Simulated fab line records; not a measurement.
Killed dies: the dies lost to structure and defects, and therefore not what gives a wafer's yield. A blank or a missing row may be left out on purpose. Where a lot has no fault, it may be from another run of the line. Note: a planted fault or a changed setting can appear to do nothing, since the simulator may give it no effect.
Lot-split experiment -- flow gf180mcu -- route with 602 steps; 5 lots, 27 wafers read

THE SPLIT ITSELF
At GF_STI_OXIDATION_01 (stabilise 600 s, purge 300 s, target thk 10 nm), the setting ox time s was moved away from the recipe's 1418 s on 24 of the 27 wafers read, by -27.3% to +32.8%. All remaining wafers had this setting at the recipe value.

The file shows no step between the split and the reading.

THE READING
STI_OXIDATION_THK at GF_STI_THK_MEAS_02, in nm. Typical for fault-free wafers on this fab line: 10.04 nm, with standard deviation 0.14 nm.

wafer,"tool, chamber at the split","ox time s as run, s",against the recipe,"STI_OXIDATION_THK, nm",against lot-mates on the recipe
L074.1,"-, -",1163,-18.0%,8.73,no lot-mate on the recipe
L074.2,"-, -",1163,-18.0%,8.54,no lot-mate on the recipe
L074.3,"-, -",1163,-18.0%,8.75,no lot-mate on the recipe
L074.4,"-, -",1163,-18.0%,8.73,no lot-mate on the recipe
L074.5,"-, -",1163,-18.0%,8.76,no lot-mate on the recipe
L074.6,"-, -",1163,-18.0%,8.61,no lot-mate on the recipe
L076.2,"furnace-02, 0",1418,recipe,10.10,-
L076.3,"furnace-02, 0",1418,recipe,10.17,-
L076.6,"furnace-02, 0",1418,recipe,10.10,-
L077.1,"-, -",1883,+32.8%,12.21,no lot-mate on the recipe
L077.2,"-, -",1883,+32.8%,11.94,no lot-mate on the recipe
L077.3,"-, -",1883,+32.8%,12.24,no lot-mate on the recipe
L077.4,"-, -",1883,+32.8%,12.24,no lot-mate on the recipe
L077.5,"-, -",1883,+32.8%,12.28,no lot-mate on the recipe
L077.6,"-, -",1883,+32.8%,12.23,no lot-mate on the recipe
L078.1,"-, -",1031,-27.3%,7.84,no lot-mate on the recipe
L078.2,"-, -",1031,-27.3%,7.89,no lot-mate on the recipe
L078.3,"-, -",1031,-27.3%,7.83,no lot-mate on the recipe
L078.4,"-, -",1031,-27.3%,7.85,no lot-mate on the recipe
L078.5,"-, -",1031,-27.3%,7.89,no lot-mate on the recipe
L078.6,"-, -",1031,-27.3%,7.99,no lot-mate on the recipe
L084.1,"-, -",1882,+32.7%,12.07,no lot-mate on the recipe
L084.2,"-, -",1882,+32.7%,12.13,no lot-mate on the recipe
L084.3,"-, -",1882,+32.7%,12.15,no lot-mate on the recipe
L084.4,"-, -",1882,+32.7%,11.99,no lot-mate on the recipe
L084.5,"-, -",1882,+32.7%,11.79,no lot-mate on the recipe
L084.6,"-, -",1882,+32.7%,12.17,no lot-mate on the recipe

THE FIT
A straight line over all 27 wafers: STI_OXIDATION_THK changes by +0.0693 nm for each +1% of ox time s; r = +1.00; the points scatter about the line by 0.15 nm.
Too few moved wafers have a lot-mate on the recipe to fit a line with each lot's own level taken away.

THE WHOLE CHAIN: every reading that the file lists as answering this split, in the file's order
step,what it does,reading,change (the file's fit),r (the file's)
GF_STI_OXIDATION_01,"stabilise 600 s, purge 300 s, target thk 10 nm","SiO2_of_STI_OXIDATION_01.thk nm (the simulator's own value, which no gauge read)",+0.0689 nm for each +1% of the setting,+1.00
GF_STI_THK_MEAS_02,,STI_OXIDATION_THK,+0.0693 for each +1% of the setting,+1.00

FILE'S OWN FIT
STI_OXIDATION_THK changes by +0.0693 nm for each +1% of ox time s, r = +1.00.
